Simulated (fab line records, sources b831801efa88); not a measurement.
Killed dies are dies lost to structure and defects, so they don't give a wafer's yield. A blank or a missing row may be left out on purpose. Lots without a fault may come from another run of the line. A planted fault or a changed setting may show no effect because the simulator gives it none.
fab line records | flow sky130
record lots=10 wafers=30 last_day=50
route steps=708 shown METAL2@499 VIA2@509 PAD_OPEN@708
lots that met no fault: from a run of the same line without faults
start_h: hours from the record's first day to the start of the lot's first wafer shown | wait_h: hours since the lot's step before | " the same as in the row above | L1.1+2: a row that stands for several wafers | - no value, or no start given | * or withheld: withheld | < > ~ a bound
route shown NAME@n: a module of which the file shows steps, and the number in the route of the first | usual: mean/standard deviation of fault-free wafers | same: alike in all rows | chamber/n: place in a boat | sites: the reading at each site | _std_site: their standard deviation | _edge_site: outer sites' mean less inner sites' | radius_mm: how far each site lies from the wafer's centre | mask NAME#n: copy n | behind: the tool/chamber that last shaped the wafer | hold: why the lot was held/for how many hours/how that ended | device: the transistor (n, p or np) that didn't switch | end of line: the same wafers' tests at the end of the route | a step without rows: its recipe alone | killed: dies lost to structure and defects at the first sort, not the wafer's yield | map: a wafer's dies, x killed, . not, _ none there
set.NAME: the setting as run; set.NAME@STEP: as run at that earlier step | model.NAME: the simulator's own value behind a step, which no gauge read
steps of the route over a sample of lots; a table a step, a row a wafer
services: from which hour (start_h, from the record's first day; less than 0 if before it) a tool's chamber was out of use, for how many hours, and why
## steps
# step SKY_METAL2_OVL_MEAS_16
# usual METAL2_OVL=-4/5.2
# columns lot.wafer tool chamber start_h wait_h METAL2_OVL[nm]
L285.3 overlay-02 - 832.74 0.1 -10
L285.5 " - " " -6
L285.6 " - " " 1
L291.1 overlay-01 - 878.93 0.1 -9
L291.4 " - " " 0
L291.6 " - " " 0
L292.1 overlay-02 - 890.53 0.1 3
L292.5 " - " " 2
L292.6 " - " " -1
L293.2 overlay-01 - 895.29 0.1 -11
L293.3 " - " " 2
L293.6 " - " " -14
L294.1 overlay-01 - 903.19 0.1 -2
L294.3 " - " " -2
L294.4 " - " " 2
L296.3 overlay-02 - 917.49 0.1 2
L296.4 " - " " -10
L296.6 " - " " 8
L299.1 overlay-02 - 941.13 0.1 0
L299.2 " - " " -2
L299.6 " - " " 10
L304.3 overlay-02 - 971.69 0.1 6
L304.5 " - " " 0
L304.6 " - " " -3
L305.3 overlay-01 - 982.19 0.1 1
L305.4 " - " " -11
L305.5 " - " " 0
L306.2 overlay-01 - 987.04 0.1 -1
L306.3 " - " " -10
L306.4 " - " " 1
# step SKY_VIA2_CMP_02
# recipe material=SiO2 down_force_psi=4 platen_rpm=60 pad_velocity_m_s=0.94248
# usual motor_current_A=12.5/1.3 slurry_filter_dp_kPa=13.48/0.14 slurry_flow_ml_min=150.0/0.47
# columns lot.wafer tool chamber start_h wait_h motor_current_A slurry_filter_dp_kPa slurry_flow_ml_min
L285.3 cmp-02 1 833.73 0.0 12.2 13.65 149.5
L285.5 " 1 " " 12.1 13.21 150.1
L285.6 " 2 " " 14.1 13.36 148.7
L291.1 cmp-01 0 879.96 0.1 12.1 13.37 150.0
L291.4 " 2 " " 11.9 13.66 149.7
L291.6 " 1 " " 11.3 13.52 149.9
L292.1 cmp-02 3 891.64 0.1 12.2 13.46 150.9
L292.5 " 1 " " 12.1 13.62 151.2
L292.6 " 2 " " 13.9 13.37 150.4
L293.2 cmp-02 1 896.39 0.1 11.9 13.61 151.7
L293.3 " 2 " " 13.6 13.48 150.7
L293.6 " 0 " " 12.0 13.69 150.0
L294.3 cmp-01 0 904.19 0.0 12.4 13.50 150.7
L294.4 " 1 " " 11.1 13.53 150.1
L294.1 " 2 " " 12.0 13.49 150.0
L296.3 cmp-02 1 918.59 0.1 11.6 13.79 150.1
L296.4 " 2 " " 12.6 13.39 150.5
L296.6 " 0 " " 12.4 13.46 150.2
L299.2 cmp-01 1 942.22 0.1 11.9 13.36 150.2
L299.1 " 2 " " 11.7 13.56 150.0
L299.6 " 0 " " 12.0 13.50 149.6
L304.3 cmp-02 2 973.07 0.1 13.4 13.45 150.9
L304.6 " 0 " " 12.8 13.29 150.1
L304.5 " 1 " " 12.4 13.18 150.0
L305.4 cmp-01 1 983.42 0.1 12.3 13.49 150.0
L305.3 " 3 " " 15.5 13.29 149.8
L305.5 " 0 " " 12.0 13.82 149.6
L306.3 cmp-02 0 988.06 0.0 12.6 13.75 149.9
L306.2 " 2 " " 13.0 13.57 150.7
L306.4 " 3 " " 12.6 13.41 149.6
# step SKY_VIA2_ETCH_14
# recipe chemistry=N2/H2 target=BARC ion_energy_ev=200 source_w=500 bias_w=100 pressure_mtorr=30 n2_flow_sccm=100 h2_flow_sccm=200 stop_on=SiO2 time_s=45.9 target_depth_a=600
# usual drypump_motor_current_A=5.6/0.38 oes_product_au=0.858/0.0042 throttle_valve_pct=13.226/0.0091
# columns lot.wafer tool chamber start_h wait_h drypump_motor_current_A oes_product_au rf_hours_counter_h throttle_valve_pct
L285.3 rie_diel-04 1 859.48 0.0 5.0 0.868 4 13.219
L285.5 " 3 " " 6.0 0.852 - 13.213
L285.6 " 2 " " 5.9 0.861 - 13.222
L291.1 rie_diel-02 3 906.17 0.0 6.2 0.852 20 13.212
L291.4 " 2 " " 5.2 0.853 19 13.239
L291.6 " 3 " " 6.2 0.859 - 13.215
L292.1 rie_diel-04 3 917.22 0.0 6.0 0.858 6 13.228
L292.5 " 0 " " 5.5 0.855 - 13.240
L292.6 " 1 " " 5.0 0.854 - 13.230
L293.2 rie_diel-02 2 921.78 0.0 5.2 0.858 19 13.214
L293.3 " 0 " " 5.5 0.852 12 13.233
L293.6 " 0 " " 5.5 0.854 - 13.232
L294.1 rie_diel-04 1 928.72 0.0 5.0 0.855 6 13.234
L294.3 " 3 " " 6.0 0.855 6 13.234
L294.4 " 0 " " 5.5 0.857 19 13.222
L296.3 rie_diel-02 2 943.87 0.0 5.3 0.862 20 13.225
L296.4 " 3 " " 6.2 0.858 22 13.215
L296.6 " 1 " " 5.1 0.857 - 13.213
L299.1 rie_diel-01 3 967.22 0.0 6.1 0.856 12 13.230
L299.2 " 1 " " 5.6 0.862 12 13.209
L299.6 " 3 " " 6.1 0.855 - 13.224
L304.3 rie_diel-01 2 996.82 0.0 5.4 0.863 12 13.241
L304.5 " 0 " " 5.8 0.855 - 13.236
L304.6 " 1 " " 5.6 0.850 - 13.215
L305.3 rie_diel-02 2 1007.42 0.0 5.3 0.854 22 13.214
L305.4 " 1 " " 5.1 0.853 14 13.236
L305.5 " 0 " " 5.5 0.862 - 13.214
L306.2 rie_diel-02 1 1011.22 0.0 5.1 0.857 14 13.228
L306.3 " 0 " " 5.5 0.861 15 13.229
L306.4 " 3 " " 6.2 0.867 24 13.227
# step SKY_VIA2_CVD_21
# recipe material=W target_thk_nm=420 time_s=126.4 temp_c=400 pressure_torr=40
# usual heater_power_w=773/37 susceptor_temp_C=400.05/0.19
# columns lot.wafer tool chamber start_h wait_h heater_power_w susceptor_temp_C
L285.3 cvd_w-02 0 860.38 0.1 807 399.94
L285.5 " 0 " " 808 400.04
L285.6 " 1 " " 727 399.94
L291.1 cvd_w-02 1 906.93 0.0 725 400.02
L291.4 " 1 " " 737 400.38
L291.6 " 0 " " 799 399.92
L292.1 cvd_w-01 0 918.02 0.0 776 399.95
L292.5 " 1 " " 755 399.87
L292.6 " 0 " " 774 399.99
L293.2 cvd_w-02 0 922.54 0.0 798 400.01
L293.3 " 0 " " 802 399.89
L293.6 " 0 " " 799 399.94
L294.1 cvd_w-02 0 929.48 0.0 843 407.17
L294.3 " 1 " " 771 407.08
L294.4 " 0 " " 824 407.16
L296.3 cvd_w-02 0 945.01 0.1 846 407.03
L296.4 " 1 " " 760 407.09
L296.6 " 1 " " 776 407.20
L299.1 cvd_w-01 0 967.98 0.0 777 399.88
L299.2 " 1 " " 755 399.97
L299.6 " 0 " " 782 399.91
L304.3 cvd_w-02 0 997.62 0.1 799 400.19
L304.5 " 1 " " 729 400.05
L304.6 " 0 " " 838 399.88
L305.3 cvd_w-02 1 1008.25 0.1 721 399.98
L305.4 " 0 " " 827 399.87
L305.5 " 0 " " 800 399.83
L306.2 cvd_w-01 0 1011.99 0.0 797 399.95
L306.3 " 0 " " 773 399.99
L306.4 " 1 " " 733 400.11
# step SKY_VIA2_RS_MEAS_22
# recipe thk_meas_gauge=four-point-probe reads=W_of_VIA2_CVD_21+TiN_of_VIA2_SPUTTER_20
# usual VIA2_W_RS=0.276/0.0035
# columns lot.wafer tool chamber start_h wait_h VIA2_W_RS[ohm/sq]
L285.3 film_metro-03 - 860.50 0.1 0.288
L285.5 " - " " 0.281
L285.6 " - " " 0.280
L291.1 film_metro-03 - 907.06 0.1 0.281
L291.4 " - " " 0.278
L291.6 " - " " 0.279
L292.1 film_metro-03 - 918.15 0.1 0.271
L292.5 " - " " 0.277
L292.6 " - " " 0.273
L293.2 film_metro-02 - 922.69 0.1 0.274
L293.3 " - " " 0.272
L293.6 " - " " 0.274
L294.1 film_metro-02 - 929.61 0.1 0.241
L294.3 " - " " 0.243
L294.4 " - " " 0.243
L296.3 film_metro-03 - 945.14 0.1 0.246
L296.4 " - " " 0.245
L296.6 " - " " 0.244
L299.1 film_metro-03 - 968.11 0.1 0.268
L299.2 " - " " 0.275
L299.6 " - " " 0.265
L304.3 film_metro-03 - 997.75 0.1 0.274
L304.5 " - " " 0.275
L304.6 " - " " 0.276
L305.3 film_metro-01 - 1008.38 0.1 0.274
L305.4 " - " " 0.273
L305.5 " - " " 0.275
L306.2 film_metro-01 - 1012.14 0.1 0.271
L306.3 " - " " 0.267
L306.4 " - " " 0.273
# step SKY_VIA2_THK_MEAS_23
# recipe thk_meas_gauge=xrf reads=W_of_VIA2_CVD_21
# usual VIA2_W_THK=415/6.3
# columns lot.wafer tool chamber start_h wait_h VIA2_W_THK[nm]
L285.3 film_metro-03 - 860.60 0.1 399
L285.5 " - " " 412
L285.6 " - " " 412
L291.1 film_metro-03 - 907.18 0.1 411
L291.4 " - " " 410
L291.6 " - " " 413
L292.1 film_metro-03 - 918.27 0.1 423
L292.5 " - " " 412
L292.6 " - " " 422
L293.2 film_metro-02 - 922.80 0.1 415
L293.3 " - " " 417
L293.6 " - " " 415
L294.1 film_metro-02 - 929.73 0.1 471
L294.3 " - " " 469
L294.4 " - " " 466
L296.3 film_metro-03 - 945.24 0.1 477
L296.4 " - " " 484
L296.6 " - " " 485
L299.1 film_metro-03 - 968.23 0.1 432
L299.2 " - " " 424
L299.6 " - " " 435
L304.3 film_metro-03 - 997.85 0.1 420
L304.5 " - " " 418
L304.6 " - " " 412
L305.3 film_metro-01 - 1008.48 0.1 410
L305.4 " - " " 410
L305.5 " - " " 405
L306.2 film_metro-01 - 1012.25 0.1 415
L306.3 " - " " 420
L306.4 " - " " 411
# step SKY_VIA2_CMP_24
# recipe stop_on=SiO2 t_overpolish_s=20 down_force_psi=3.5 platen_rpm=60 target_thk_nm=0 pad_velocity_m_s=0.94248
# usual motor_current_A=11.6/1.2 slurry_filter_dp_kPa=13.50/0.13 slurry_flow_ml_min=150.1/0.45 time_to_endpoint_s=99/4.9
# columns lot.wafer tool chamber start_h wait_h motor_current_A slurry_filter_dp_kPa slurry_flow_ml_min time_to_endpoint_s
L285.3 cmp-02 0 860.74 0.1 11.2 13.41 149.7 96
L285.5 " 2 " " 12.3 13.45 150.4 98
L285.6 " 3 " " 11.5 13.29 150.3 94
L291.4 cmp-02 3 907.24 0.0 11.9 13.51 149.7 92
L291.1 " 0 " " 11.0 13.38 149.5 100
L291.6 " 3 " " 10.9 13.58 149.9 92
L292.1 cmp-01 3 918.48 0.2 14.7 13.28 150.4 103
L292.6 " 0 " " 10.9 13.83 149.2 101
L292.5 " 1 " " 10.8 13.48 149.8 99
L293.3 cmp-02 3 922.85 0.0 11.6 13.62 149.9 99
L293.2 " 1 " " 11.6 13.27 149.3 99
L293.6 " 0 " " 10.9 13.49 150.6 109
L294.1 cmp-02 2 929.84 0.1 12.7 13.79 150.4 122
L294.3 " 3 " " 11.3 13.49 150.4 113
L294.4 " 0 " " 10.5 13.53 150.4 123
L296.3 cmp-02 1 945.33 0.1 10.8 13.84 149.8 117
L296.4 " 2 " " 12.1 13.24 149.7 121
L296.6 " 1 " " 11.6 13.55 149.7 113
L299.1 cmp-02 2 968.29 0.1 12.1 13.39 149.8 105
L299.2 " 3 " " 11.7 13.63 149.6 94
L299.6 " 3 " " 11.5 13.55 150.4 99
L304.3 cmp-01 0 997.89 0.0 11.1 13.65 149.9 93
L304.5 " 0 " " 10.4 13.51 150.4 93
L304.6 " 1 " " 10.8 13.57 150.6 97
L305.4 cmp-01 1 1008.52 0.0 10.8 13.61 150.4 98
L305.3 " 0 " " 10.7 13.45 150.2 92
L305.5 " 1 " " 10.7 13.55 150.1 97
L306.3 cmp-01 1 1012.30 0.0 11.2 13.29 149.7 104
L306.2 " 2 " " 10.2 13.49 149.1 104
L306.4 " 3 " " 14.6 13.59 149.8 100
# step SKY_PAD_OPEN_PROBE_99
# usual defect_limited_yield=82.9/2 killed_at_M0_to_M3=43/7 killed_at_M4_up=3.0/1.9 killed_at_contacts=24/4.6 killed_at_front_end=15/4.1 killed_at_other=0.3/0.52 killed_dies=84/9.7 killed_on_rim=16/3.6 killed_open=46/6.9 killed_short=38/6.8 sort_bin_3_pad_short=0.8/0.41 sort_bin_5_function=10.2/1.5 sort_bin_6_memory=6.1/1.1 sort_n_pass=408/9.7 sort_yield_pct=82.9/2
# same gross_dies=492 killed_at_back_side=0 sort_bin_4_leakage[%]=0 sort_bin_8_speed[%]=0
# columns lot.wafer tool chamber start_h wait_h defect_limited_yield[%] killed_at_M0_to_M3 killed_at_M4_up killed_at_contacts killed_at_front_end killed_at_other killed_dies killed_on_rim killed_open killed_short sort_bin_3_pad_short[%] sort_bin_5_function[%] sort_bin_6_memory[%] sort_n_pass sort_yield_pct[%]
L294.1 prober-01 - 1138.88 0.1 84.6 36 3 25 12 0 76 15 40 36 0.2 9.6 5.7 416 84.6
L294.3 prober-01 - 1138.98 0.2 80.7 55 2 22 16 0 95 11 53 41 1.0 12.6 5.7 397 80.7
L294.4 prober-01 - 1139.03 0.2 82.1 48 2 23 14 1 88 18 39 48 1.4 11.0 5.5 404 82.1
L296.3 prober-01 - 1151.03 0.2 82.9 47 5 15 16 1 84 14 43 38 1.8 10.0 5.3 408 82.9
L296.4 prober-01 - 1151.08 0.2 85.2 43 4 13 13 0 73 14 45 27 1.0 8.5 5.3 419 85.2
L296.6 prober-01 - 1151.18 0.2 86.2 33 0 19 16 0 68 12 39 28 0.8 8.7 4.3 424 86.2
L299.1 prober-02 - 1167.98 0.1 82.7 45 3 24 12 1 85 13 46 36 1.2 10.4 5.7 407 82.7
L299.2 prober-02 - 1168.03 0.1 78.3 53 5 33 16 0 107 21 57 48 1.4 10.2 10.2 385 78.3
L299.6 prober-02 - 1168.23 0.2 82.1 54 2 20 12 0 88 18 48 39 0.6 10.8 6.5 404 82.1
# killed by level:class
L294.1 VIA1:geometric_particle:open=9 CONTACT:geometric_particle:open=7 VIA3:geometric_particle:open=7 LI_CONTACT:geometric_particle:open=6 LI_CONTACT:geometric_particle:short=5 LOCAL_INTERCONNECT:geometric_particle:short=4 FIELD_ISO:geometric_particle:short=3 CONTACT:geometric_particle:short=3
L294.3 CONTACT:geometric_particle:open=10 VIA1:geometric_particle:open=10 VIA3:geometric_particle:open=9 METAL2:geometric_particle:short=8 VIA2:geometric_particle:open=7 LI_CONTACT:geometric_particle:open=5 POLY_GATE:geometric_particle:short=4 CONTACT:geometric_particle:short=4
L294.4 FIELD_ISO:geometric_particle:short=7 CONTACT:geometric_particle:open=7 METAL1:geometric_particle:short=7 METAL3:geometric_particle:short=6 VIA1:geometric_particle:short=6 VIA1:geometric_particle:open=6 VIA2:geometric_particle:open=6 LI_CONTACT:geometric_particle:open=5
L296.3 VIA1:geometric_particle:open=11 VIA2:geometric_particle:open=11 METAL2:geometric_particle:short=10 FIELD_ISO:geometric_particle:open=5 CONTACT:geometric_particle:short=5 VIA1:geometric_particle:short=4 VIA3:geometric_particle:short=4 VIA3:geometric_particle:open=4
L296.4 VIA1:geometric_particle:open=14 CONTACT:geometric_particle:open=6 METAL1:geometric_particle:short=5 FIELD_ISO:geometric_particle:open=4 METAL1:geometric_particle:open=4 METAL2:geometric_particle:open=4 METAL2:geometric_particle:short=4 VIA2:geometric_particle:short=4
L296.6 VIA1:geometric_particle:open=8 LI_CONTACT:geometric_particle:open=6 CONTACT:geometric_particle:open=5 CONTACT:geometric_particle:short=5 VIA2:geometric_particle:open=5 VIA3:geometric_particle:open=5 POLY_GATE:geometric_particle:short=4 FIELD_ISO:geometric_particle:short=3
L299.1 CONTACT:geometric_particle:open=10 VIA2:geometric_particle:open=10 VIA1:geometric_particle:open=9 VIA3:geometric_particle:short=7 CONTACT:geometric_particle:short=6 FIELD_ISO:geometric_particle:short=5 LI_CONTACT:geometric_particle:open=5 VIA3:geometric_particle:open=5
L299.2 LI_CONTACT:geometric_particle:open=13 VIA1:geometric_particle:open=9 VIA3:geometric_particle:open=9 VIA2:geometric_particle:short=8 CONTACT:geometric_particle:open=7 METAL1:geometric_particle:short=6 VIA2:geometric_particle:open=6 CONTACT:geometric_particle:short=5
L299.6 VIA1:geometric_particle:open=13 VIA3:geometric_particle:open=9 LI_CONTACT:geometric_particle:open=9 VIA1:geometric_particle:short=7 CONTACT:geometric_particle:open=6 METAL1:geometric_particle:short=6 VIA2:geometric_particle:short=5 VIA3:geometric_particle:short=5
## services
# columns tool chamber start_h hours kind
rie_diel-04 2 817.88 3.1 repair
rie_diel-04 1 830.27 5.6 repair
rie_diel-01 - 843.52 0.6 repair
cmp-01 - 844.32 9.9 repair
rie_diel-04 - 853.79 0.7 repair
rie_diel-01 0 879.78 6.4 repair
rie_diel-04 3 890.81 4.7 repair
rie_diel-01 1 891.64 2.4 repair
cmp-02 - 894.87 0.9 repair
cvd_w-01 - 904.00 14.0 pm
rie_diel-02 1 909.36 8.2 repair
cmp-01 - 924.25 4.0 pm
cmp-01 - 928.25 - consumable_replace:conditioner
cmp-01 - 928.25 - consumable_replace:pad
cmp-01 - 934.09 0.4 repair
rie_diel-01 1 934.91 21.7 repair
rie_diel-04 1 940.00 5.6 repair
cmp-02 - 951.13 0.7 repair
rie_diel-02 3 975.16 3.4 repair
cvd_w-01 0 977.90 3.7 repair
rie_diel-04 3 986.26 12.3 repair
cmp-02 - 989.56 0.9 repair
rie_diel-02 - 998.45 2.8 pm
rie_diel-04 2 1007.67 28.8 repair
## key
first_sign step=SKY_VIA2_CVD_21 reading=susceptor_temp_C direction=up sigmas=37 usual=* struck=*
effect step=SKY_VIA2_RS_MEAS_22 reading=VIA2_W_RS direction=down sigmas=9.2 usual=0.276 struck=0.243
effect step=SKY_VIA2_THK_MEAS_23 reading=VIA2_W_THK direction=up sigmas=9.6 usual=415 struck=475
effect step=SKY_VIA2_CMP_24 reading=time_to_endpoint_s direction=up sigmas=3.9 usual=* struck=*
met_at SKY_VIA2_CVD_21
struck_lots L294,L296
not_acting_at SKY_METAL2_OVL_MEAS_16,SKY_VIA2_CMP_02,SKY_VIA2_ETCH_14
onset_between 922.54 929.48
fault kind=process_parameter_drift tool=cvd_w-02 chamber=- onset_h=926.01 steps=SKY_VIA2_CVD_21 channel=temp_c offset=* shape=step end_h=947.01 acts_in=* stated=*
